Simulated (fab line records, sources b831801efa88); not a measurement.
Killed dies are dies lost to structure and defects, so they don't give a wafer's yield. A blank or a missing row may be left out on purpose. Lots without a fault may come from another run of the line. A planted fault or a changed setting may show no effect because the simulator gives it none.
One fault seen from 2 desks | flow sky130 | each desk has only its own numbers; what lay behind them comes last

THE METROLOGY DESK
What the gauges read, lot by lot, whatever tool the lot ran on: means of the sampled wafers that have a number. A lot is out of limits, marked OUT, if its mean lies more than 4 standard deviations from the usual mean; the brackets give that distance.
Columns: A = VIA1_BOW at SKY_VIA1_BOW_MEAS_03, usual 80 um; B = VIA2_HDPCVD_THK at SKY_VIA2_THK_MEAS_01, usual 1178 nm
lot  | first seen here | A  | B
L789 | day 32 14:08    | 77 | 1174
L791 | day 33 08:14    | 76 | 1179
L793 | day 34 04:28    | 79 | 1173
L795 | day 34 18:49    | 80 | 1178
L794 | day 35 05:08    | 80 | 1182
L797 | day 35 15:59    | 83 | 1171
L799 | day 36 06:46    | 79 | 1183
L800 | day 36 12:17    | 85 | 1171
L803 | day 37 12:05    | 81 | 1196
L804 | day 37 20:03    | 90 | 1333 (+12) OUT
L805 | day 37 23:38    | 85 | 1178
This desk's finding: out of limits on L804; first on L804, day 40 01:13 (VIA2_HDPCVD_THK at SKY_VIA2_THK_MEAS_01). In limits: L789, L791, L793, L795, L794, L797, L799, L800, L803, L805.

THE TOOL OWNER'S DESK: hdpcvd-02
The tool's own readings at SKY_VIA2_HDPCVD_00 (deposits SiO2, target thk 1180 nm, time 196.7 s): means of the sampled wafers that have a number, for each lot that ran on this tool. A lot is out of limits, marked OUT, if its mean lies more than 4 standard deviations from the usual mean; the brackets give that distance.
Columns: A = run_length_s at SKY_VIA2_HDPCVD_00, usual 224.7 s
lot  | first seen here | A
L789 | day 34 22:35    | 225.1
L794 | day 37 12:35    | 224.3
L799 | day 38 13:21    | 224.8
L800 | day 38 18:00    | 225.0
L803 | day 39 17:34    | 224.7
L804 | day 40 01:06    | 250.8 (+57) OUT
This desk's finding: out of limits on L804; first on L804, day 40 01:06 (run_length_s at SKY_VIA2_HDPCVD_00). In limits: L789, L794, L799, L800, L803.

PUT TOGETHER
The tool owner's desk could have raised an alarm at day 40 01:06, on L804.
The metrology desk could have raised an alarm at day 40 01:13, on L804.
Of the lots named, all ran SKY_VIA2_HDPCVD_00 on hdpcvd-02.

WHAT THE SIMULATOR HAD PUT IN
Process parameter drift: hdpcvd-02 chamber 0, from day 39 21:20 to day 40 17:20, at SKY_VIA2_HDPCVD_00. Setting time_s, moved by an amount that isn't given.
Lots struck among those shown: L804.
Hours from the fault's start to each desk's first reading out of limits: the tool owner's desk, 4; the metrology desk, 4.
